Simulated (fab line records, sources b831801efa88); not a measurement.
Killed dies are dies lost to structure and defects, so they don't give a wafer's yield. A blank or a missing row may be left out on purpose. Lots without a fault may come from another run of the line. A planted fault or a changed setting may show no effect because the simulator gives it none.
fab line records | flow sky130
record lots=10 wafers=30 last_day=50
route steps=708 shown SD_N@353 LI_CONTACT@381 LOCAL_INTERCONNECT@400
lots that met no fault: from a run of the same line without faults
start_h: hours from the record's first day to the start of the lot's first wafer shown | wait_h: hours since the lot's step before | " the same as in the row above | L1.1+2: a row that stands for several wafers | - no value, or no start given | * or withheld: withheld | < > ~ a bound
route shown NAME@n: a module of which the file shows steps, and the number in the route of the first | usual: mean/standard deviation of fault-free wafers | same: alike in all rows | chamber/n: place in a boat | sites: the reading at each site | _std_site: their standard deviation | _edge_site: outer sites' mean less inner sites' | radius_mm: how far each site lies from the wafer's centre | mask NAME#n: copy n | behind: the tool/chamber that last shaped the wafer | hold: why the lot was held/for how many hours/how that ended | device: the transistor (n, p or np) that didn't switch | end of line: the same wafers' tests at the end of the route | a step without rows: its recipe alone | killed: dies lost to structure and defects at the first sort, not the wafer's yield | map: a wafer's dies, x killed, . not, _ none there
set.NAME: the setting as run; set.NAME@STEP: as run at that earlier step | model.NAME: the simulator's own value behind a step, which no gauge read
steps of the route over a sample of lots; a table a step, a row a wafer
services: from which hour (start_h, from the record's first day; less than 0 if before it) a tool's chamber was out of use, for how many hours, and why
## steps
# step SKY_SD_N_STRIP_11
# recipe chemistry=O2/N2 power_w=1400 pressure_mtorr=1500 platen_temp_c=withheld o2_flow_sccm=3000 n2_flow_sccm=300 overash_fraction=0.5
# usual chamber_pressure_mTorr=1500.1/1.4 drypump_motor_current_A=5.6/0.31 oes_product_au=0.527/0.0046 strip_time_to_endpoint_s=22.54/0.045
# columns lot.wafer tool chamber start_h wait_h chamber_pressure_mTorr drypump_motor_current_A oes_product_au rf_hours_counter_h strip_time_to_endpoint_s
L283.1 plasma_asher-02 1 635.89 0.1 1497.7 5.2 0.525 52 22.51
L283.4 " 1 " " 1503.4 5.2 0.529 - 22.51
L283.6 " 0 " " 1500.1 5.7 0.523 - 22.56
L286.1 plasma_asher-03 0 673.17 0.1 1500.7 5.1 0.525 89 22.62
L286.3 " 0 " " 1501.4 5.1 0.531 - 22.63
L286.6 " 0 " " 1501.0 5.0 0.522 - 22.59
L288.1 plasma_asher-03 0 691.24 0.1 1499.9 5.0 0.522 91 22.63
L288.3 " 0 " " 1503.1 5.0 0.520 - 22.61
L288.4 " 1 " " 1498.3 5.9 0.533 - 22.55
L291.1 plasma_asher-03 0 715.14 0.1 1498.4 5.1 0.527 93 22.51
L291.2 " 1 " " 1499.1 5.9 0.520 93 22.50
L291.4 " 1 " " 1500.7 5.9 0.523 - 22.54
L293.3 plasma_asher-01 0 739.06 0.1 1499.0 5.7 0.527 - 22.48
L293.4 " 1 " " 1500.7 5.6 0.528 - 22.49
L293.5 " 0 " " 1501.5 5.7 0.530 - 22.50
L294.1 plasma_asher-03 0 741.37 0.1 1498.9 5.1 0.524 96 22.53
L294.3 " 1 " " 1500.0 5.9 0.533 - 22.54
L294.4 " 0 " " 1499.6 5.1 0.522 - 22.53
L295.4 plasma_asher-03 0 749.41 0.1 1499.7 5.1 0.533 - 22.54
L295.5 " 0 " " 1499.6 5.1 0.521 - 22.50
L295.6 " 1 " " 1499.1 5.9 0.527 - 22.52
L300.2 plasma_asher-03 1 785.79 0.1 1499.1 5.9 0.526 100 22.53
L300.3 " 1 " " 1497.5 5.9 0.527 - 22.52
L300.4 " 0 " " 1500.2 5.0 0.529 - 22.56
L304.3 plasma_asher-03 0 808.36 0.1 1501.7 5.1 0.534 - 22.49
L304.5 " 0 " " 1498.8 5.1 0.526 - 22.51
L304.6 " 1 " " 1499.7 5.9 0.531 - 22.50
L306.1 plasma_asher-01 0 824.96 0.1 1498.7 5.7 0.527 41 22.52
L306.3 " 1 " " 1500.1 5.6 0.521 - 22.53
L306.6 " 1 " " 1501.0 5.6 0.527 - 22.51
# step SKY_LI_CONTACT_SPUTTER_19
# recipe material=Ti target_thk_nm=20 chamber_pressure_pa=5 power_w=2500 substrate_temp_c=200 time_s=106.37
# usual cathode_dc_power_W=2500.0/0.45 chamber_pressure_pa=5.001/0.01 substrate_temp_c=200.00/0.18 throttle_valve_pct=30.1/0.79
# same time_s=106.37
# columns lot.wafer tool chamber start_h wait_h cathode_dc_power_W chamber_pressure_pa substrate_temp_c throttle_valve_pct
L283.1 pvd_sputter-01 - 666.50 0.0 2500.1 5.008 200.19 30.3
L283.4 " - " " 2499.6 5.011 199.91 30.7
L283.6 " - " " 2500.0 5.006 200.21 29.8
L286.1 pvd_sputter-04 - 703.30 0.0 2499.7 4.988 199.79 30.1
L286.3 " - " " 2500.2 4.987 200.10 28.7
L286.6 " - " " 2499.1 5.008 199.92 29.2
L288.1 pvd_sputter-01 - 721.92 0.0 2500.3 5.022 200.00 30.0
L288.3 " - " " 2500.1 4.990 199.76 30.3
L288.4 " - " " 2500.1 4.998 200.18 31.6
L291.1 pvd_sputter-01 - 744.60 0.0 2500.5 4.990 200.17 30.4
L291.2 " - " " 2499.4 5.005 199.94 30.1
L291.4 " - " " 2500.1 4.993 199.80 30.6
L293.3 pvd_sputter-04 - 768.27 0.0 2499.2 5.022 200.07 29.2
L293.4 " - " " 2500.2 5.003 200.02 29.9
L293.5 " - " " 2499.8 5.012 199.89 29.1
L294.1 pvd_sputter-03 - 770.72 0.0 2500.6 4.995 199.80 28.8
L294.3 " - " " 2499.8 4.997 200.11 30.3
L294.4 " - " " 2500.1 4.990 199.92 29.3
L295.4 pvd_sputter-01 - 778.15 0.0 2500.5 4.996 199.91 30.1
L295.5 " - " " 2499.8 5.016 199.70 30.2
L295.6 " - " " 2500.9 5.007 200.18 30.7
L300.2 pvd_sputter-01 - 813.81 0.0 2500.4 5.013 199.90 30.6
L300.3 " - " " 2500.1 4.982 200.11 30.4
L300.4 " - " " 2500.3 4.990 200.32 30.0
L304.3 pvd_sputter-04 - 836.58 0.0 2499.6 4.987 199.85 30.0
L304.5 " - " " 2500.2 5.009 199.96 30.0
L304.6 " - " " 2500.8 4.989 199.76 29.4
L306.1 pvd_sputter-01 - 853.30 0.0 2500.0 5.012 200.02 30.8
L306.3 " - " " 2499.4 5.002 199.76 31.5
L306.6 " - " " 2500.3 5.013 200.03 30.1
# step SKY_LI_CONTACT_CVD_21
# recipe material=W target_thk_nm=400 time_s=120.56 temp_c=400 pressure_torr=40
# usual heater_power_w=788/69
# columns lot.wafer tool chamber start_h wait_h heater_power_w
L283.1 cvd_w-02 1 666.63 0.0 797
L283.4 " 1 " " 796
L283.6 " 1 " " 800
L286.1 cvd_w-01 0 703.43 0.0 920
L286.3 " 1 " " 730
L286.6 " 1 " " 745
L288.1 cvd_w-01 1 722.05 0.0 740
L288.3 " 0 " " 934
L288.4 " 1 " " 757
L291.1 cvd_w-01 0 744.73 0.0 908
L291.2 " 1 " " 753
L291.4 " 1 " " 755
L293.3 cvd_w-01 1 768.44 0.1 751
L293.4 " 0 " " 912
L293.5 " 1 " " 739
L294.1 cvd_w-01 1 770.85 0.0 762
L294.3 " 0 " " 917
L294.4 " 1 " " 734
L295.4 cvd_w-02 0 778.41 0.2 728
L295.5 " 0 " " 703
L295.6 " 0 " " 740
L300.2 cvd_w-01 1 813.95 0.0 745
L300.3 " 1 " " 747
L300.4 " 0 " " 925
L304.3 cvd_w-02 1 836.76 0.1 831
L304.5 " 1 " " 783
L304.6 " 0 " " 721
L306.1 cvd_w-02 1 853.44 0.0 787
L306.3 " 1 " " 805
L306.6 " 0 " " 757
# step SKY_LI_CONTACT_RS_MEAS_22
# recipe thk_meas_gauge=four-point-probe reads=W_of_LI_CONTACT_CVD_21+TiN_of_LI_CONTACT_SPUTTER_20+Ti_of_LI_CONTACT_SPUTTER_19
# usual LI_CONTACT_W_RS=0.286/0.0052
# columns lot.wafer tool chamber start_h wait_h LI_CONTACT_W_RS[ohm/sq]
L283.1 film_metro-02 - 666.76 0.1 0.278
L283.4 " - " " 0.278
L283.6 " - " " 0.277
L286.1 film_metro-02 - 703.56 0.1 0.288
L286.3 " - " " 0.293
L286.6 " - " " 0.293
L288.1 film_metro-02 - 722.18 0.1 0.286
L288.3 " - " " 0.282
L288.4 " - " " 0.288
L291.1 film_metro-04 - 744.86 0.1 0.282
L291.2 " - " " 0.291
L291.4 " - " " 0.285
L293.3 film_metro-01 - 768.57 0.1 0.291
L293.4 " - " " 0.283
L293.5 " - " " 0.290
L294.1 film_metro-04 - 770.98 0.1 0.261
L294.3 " - " " 0.258
L294.4 " - " " 0.263
L295.4 film_metro-02 - 778.60 0.1 0.289
L295.5 " - " " 0.292
L295.6 " - " " 0.291
L300.2 film_metro-02 - 814.10 0.1 0.262
L300.3 " - " " 0.262
L300.4 " - " " 0.260
L304.3 film_metro-02 - 836.88 0.1 0.280
L304.5 " - " " 0.278
L304.6 " - " " 0.292
L306.1 film_metro-02 - 853.56 0.1 0.275
L306.3 " - " " 0.278
L306.6 " - " " 0.290
# step SKY_LI_CONTACT_THK_MEAS_23
# recipe thk_meas_gauge=xrf reads=W_of_LI_CONTACT_CVD_21
# usual LI_CONTACT_W_THK=402/9.3
# columns lot.wafer tool chamber start_h wait_h LI_CONTACT_W_THK[nm]
L283.1 film_metro-02 - 666.88 0.1 407
L283.4 " - " " 412
L283.6 " - " " 409
L286.1 film_metro-02 - 703.68 0.1 399
L286.3 " - " " 388
L286.6 " - " " 390
L288.1 film_metro-02 - 722.30 0.1 395
L288.3 " - " " 403
L288.4 " - " " 396
L291.1 film_metro-04 - 744.98 0.1 411
L291.2 " - " " 399
L291.4 " - " " 407
L293.3 film_metro-01 - 768.67 0.1 401
L293.4 " - " " 411
L293.5 " - " " 401
L294.1 film_metro-04 - 771.10 0.1 444
L294.3 " - " " 451
L294.4 " - " " 442
L295.4 film_metro-02 - 778.69 0.1 395
L295.5 " - " " 388
L295.6 " - " " 391
L300.2 film_metro-02 - 814.21 0.1 434
L300.3 " - " " 430
L300.4 " - " " 437
L304.3 film_metro-02 - 836.98 0.1 403
L304.5 " - " " 403
L304.6 " - " " 387
L306.1 film_metro-02 - 853.68 0.1 419
L306.3 " - " " 416
L306.6 " - " " 396
# step SKY_LOCAL_INTERCONNECT_ETCH_13
# recipe chemistry=N2/H2 target=BARC ion_energy_ev=200 bias_w=100 pressure_mtorr=30 n2_flow_sccm=100 h2_flow_sccm=200 icp_w=500 stop_on=SiO2 time_s=45.9 target_depth_a=600
# usual chamber_pressure_mTorr=29.998/0.026 drypump_motor_current_A=6.0/0.39 h2_flow_sccm=200.0/0.54 oes_product_au=0.855/0.0044 throttle_valve_pct=13.224/0.0086
# same time_s=45.9
# columns lot.wafer tool chamber start_h wait_h chamber_pressure_mTorr drypump_motor_current_A h2_flow_sccm oes_product_au rf_hours_counter_h throttle_valve_pct
L283.1 rie_metal-01 1 695.68 0.0 29.979 6.5 199.8 0.850 1 13.234
L283.4 " 1 " " 30.022 6.5 199.4 0.859 - 13.217
L283.6 " 0 " " 29.946 6.2 199.9 0.856 - 13.225
L286.1 rie_metal-03 1 732.37 0.0 29.984 6.2 199.8 0.857 15 13.221
L286.3 " 0 " " 29.966 5.6 199.7 0.864 - 13.211
L286.6 " 0 " " 30.022 5.6 199.6 0.859 - 13.239
L288.1 rie_metal-01 0 750.32 0.0 29.995 6.1 200.4 0.853 4 13.231
L288.3 " 1 " " 30.042 6.5 200.0 0.852 - 13.222
L288.4 " 0 " " 30.025 6.2 199.8 0.848 - 13.235
L291.1 rie_metal-04 0 773.04 0.0 30.027 5.6 200.0 0.851 13 13.210
L291.2 " 1 " " 30.045 6.4 200.2 0.859 4 13.219
L291.4 " 1 " " 30.026 6.4 199.8 0.858 - 13.233
L293.3 rie_metal-03 0 795.62 0.1 30.018 5.6 200.4 0.859 - 13.229
L293.4 " 0 " " 30.019 5.6 200.6 0.858 - 13.202
L293.5 " 0 " " 29.975 5.5 199.7 0.852 - 13.224
L294.1 rie_metal-04 0 797.99 0.0 30.031 5.5 199.1 0.853 14 13.216
L294.3 " 1 " " 29.957 6.4 199.6 0.853 - 13.224
L294.4 " 0 " " 29.998 5.5 199.3 0.862 - 13.235
L295.4 rie_metal-03 0 806.19 0.1 30.027 5.5 200.4 0.857 - 13.226
L295.5 " 0 " " 29.991 5.5 200.9 0.862 - 13.225
L295.6 " 0 " " 29.987 5.5 200.2 0.858 - 13.216
L300.2 rie_metal-04 0 840.99 0.0 29.952 5.5 200.0 0.854 17 13.213
L300.3 " 0 " " 30.032 5.5 199.9 0.856 - 13.224
L300.4 " 1 " " 30.015 6.4 199.8 0.855 - 13.224
L304.3 rie_metal-04 1 863.30 0.0 30.013 6.4 199.3 0.855 - 13.221
L304.5 " 0 " " 29.945 5.5 199.9 0.847 - 13.210
L304.6 " 1 " " 30.008 6.4 199.8 0.855 - 13.213
L306.1 rie_metal-03 1 880.43 0.0 30.022 6.2 199.6 0.859 2 13.226
L306.3 " 1 " " 30.005 6.2 199.6 0.850 - 13.225
L306.6 " 0 " " 30.021 5.6 200.3 0.855 - 13.231
## services
# columns tool chamber start_h hours kind
rie_metal-04 - 633.07 1.4 pm
plasma_asher-03 - 647.15 2.8 pm
plasma_asher-01 - 663.76 3.3 repair
cvd_w-01 1 665.85 3.8 repair
cvd_w-01 - 675.17 2.9 repair
cvd_w-02 0 684.31 6.8 repair
cvd_w-02 - 685.04 3.4 repair
cvd_w-02 0 701.92 5.7 repair
rie_metal-04 - 713.92 0.3 repair
cvd_w-01 - 741.47 2.8 pm
cvd_w-02 - 746.32 6.9 pm
plasma_asher-03 - 752.68 1.3 repair
pvd_sputter-04 - 756.06 1.0 repair
cvd_w-02 1 763.88 14.6 repair
pvd_sputter-04 - 769.78 1.7 repair
rie_metal-03 1 780.63 4.1 repair
pvd_sputter-04 - 798.26 5.9 repair
pvd_sputter-04 - 811.54 4.9 repair
pvd_sputter-04 - 816.81 1.2 repair
cvd_w-01 - 817.99 1.9 repair
cvd_w-01 0 821.27 12.9 repair
rie_metal-01 - 823.20 2.8 pm
rie_metal-03 - 839.38 28.1 pm
pvd_sputter-04 - 851.12 7.5 repair
## key
first_sign step=SKY_LI_CONTACT_RS_MEAS_22 reading=LI_CONTACT_W_RS direction=down sigmas=4.7 usual=0.286 struck=0.261
effect step=SKY_LI_CONTACT_THK_MEAS_23 reading=LI_CONTACT_W_THK direction=up sigmas=4.1 usual=402 struck=440
met_at SKY_LI_CONTACT_CVD_21
struck_lots L294,L300
tester_left_out L294,L300
not_acting_at SKY_SD_N_STRIP_11,SKY_LI_CONTACT_SPUTTER_19,SKY_LOCAL_INTERCONNECT_ETCH_13
onset_between 768.44 770.85
fault kind=process_parameter_drift tool=cvd_w-01 chamber=- onset_h=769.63 steps=SKY_LI_CONTACT_CVD_21 channel=target_thk_nm offset=39.087 shape=step end_h=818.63 acts_in=these_recipes_only stated=400
# tester_left_out: of these lots the tester's yield and bins aren't shown, on N5 and GAA mostly nor the transistor test; their killed dies are dies lost to structure and defects alone, not to doping, threshold or leakage, so they don't give the yield
